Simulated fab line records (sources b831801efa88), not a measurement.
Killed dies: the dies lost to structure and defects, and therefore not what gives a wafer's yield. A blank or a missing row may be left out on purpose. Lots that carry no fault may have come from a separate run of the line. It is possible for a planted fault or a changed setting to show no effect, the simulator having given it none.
A single fault, viewed from 2 desks | flow sky130 | every desk sees just its own numbers, and what lay behind them comes last

## DESK OF THE TOOL OWNER: implanter-01
The tool's own readings at SKY_VT_ADJUST_LVTN_IMPLANT_08: means of the sampled wafers that have a number, for each lot that ran on this tool. The brackets show how far a lot's mean lies from the usual mean; more than 4 standard deviations puts the lot out of limits, marked OUT.
Columns: A = doseIonsCm2 at SKY_VT_ADJUST_LVTN_IMPLANT_08, usual 1.5694e+12; B = faradayCurrentUA at SKY_VT_ADJUST_LVTN_IMPLANT_08, usual 8.84
lot  | first seen here | A                            | B
L556 | day 6 19:44     | 1.5704e+12                   | 8.86
L558 | day 7 12:57     | 1.5707e+12                   | 8.69
L567 | day 9 18:56     | 1.5627e+11 (-99 or more) OUT | 0.88 (-44) OUT
L569 | day 10 03:50    | 1.5507e+11 (-99 or more) OUT | 0.88 (-44) OUT
L579 | day 13 01:43    | 1.5703e+12                   | 8.86
Finding of this desk: L567, L569 out of limits; the first was L567 at day 9 18:56, on doseIonsCm2 at SKY_VT_ADJUST_LVTN_IMPLANT_08. Within limits: L556, L558, L579.

## METROLOGY DESK
Lot by lot, what the gauges showed, no matter which tool ran the lot: averages of those sampled wafers that carry a number. The brackets show how far a lot's mean lies from the usual mean; more than 4 standard deviations puts the lot out of limits, marked OUT.
Columns: A = PWDE_RS at SKY_NWELL_RS_MEAS_31, usual 5281 ohm/sq; B = VT_ADJUST_LVTN_TW at SKY_VT_ADJUST_LVTN_TW_MEAS_10, usual 242.0; C = VT_ADJUST_LVTN_01_OVL at SKY_VT_ADJUST_LVTN_OVL_MEAS_18, usual 0.7 nm; D = VT_ADJUST_HVTR_OVL at SKY_VT_ADJUST_HVTR_OVL_MEAS_08, usual 0.8 nm
lot  | first seen here | A    | B               | C    | D
L556 | day 5 07:16     | 5270 | 243.9           | 0.0  | 0.8
L557 | day 5 15:40     | 5257 | 243.3           | 0.8  | 0.8
L558 | day 6 00:19     | 5310 | 242.2           | 2.0  | 0.3
L559 | day 6 10:11     | 5305 | 241.3           | 1.6  | -0.4
L561 | day 7 00:24     | 5267 | 241.4           | 1.7  | 2.1
L562 | day 7 04:00     | 5265 | 243.0           | 0.8  | -0.4
L567 | day 8 00:56     | 5287 | 128.7 (-67) OUT | 1.5  | -0.7
L569 | day 8 08:28     | 5333 | 127.8 (-67) OUT | 0.3  | 1.6
L570 | day 8 14:30     | 5280 | 239.9           | 2.1  | -0.3
L571 | day 8 20:32     | 5276 | 242.7           | -0.8 | 1.2
L572 | day 9 03:05     | 5291 | 242.6           | 2.0  | -0.9
L573 | day 9 08:21     | 5277 | 241.6           | -0.8 | 2.3
L579 | day 11 01:08    | 5262 | 240.9           | 1.4  | 1.2
This desk reports L567, L569 out of limits; the earliest was L567 at day 9 19:10 (VT_ADJUST_LVTN_TW at SKY_VT_ADJUST_LVTN_TW_MEAS_10). Within limits: L556, L557, L558, L559, L561, L562, L570, L571, L572, L573, L579.

## TAKEN TOGETHER
On L567, L569, at day 9 18:56, an alarm was possible from the tool owner's desk.
At day 9 19:10 the metrology desk could have sounded an alarm, on L567, L569.
SKY_VT_ADJUST_LVTN_IMPLANT_08 was run on implanter-01 by each of the lots named.

## WHAT THE SIMULATOR HAD INSERTED
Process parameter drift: implanter-01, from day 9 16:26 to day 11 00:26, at SKY_VT_ADJUST_LVTN_IMPLANT_08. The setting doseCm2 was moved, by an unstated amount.
Shown lots that were struck: L567, L569.
Delay (hours) between the fault's onset and each desk's first out-of-limits reading: 2 at the tool owner's desk, 3 at the metrology desk.
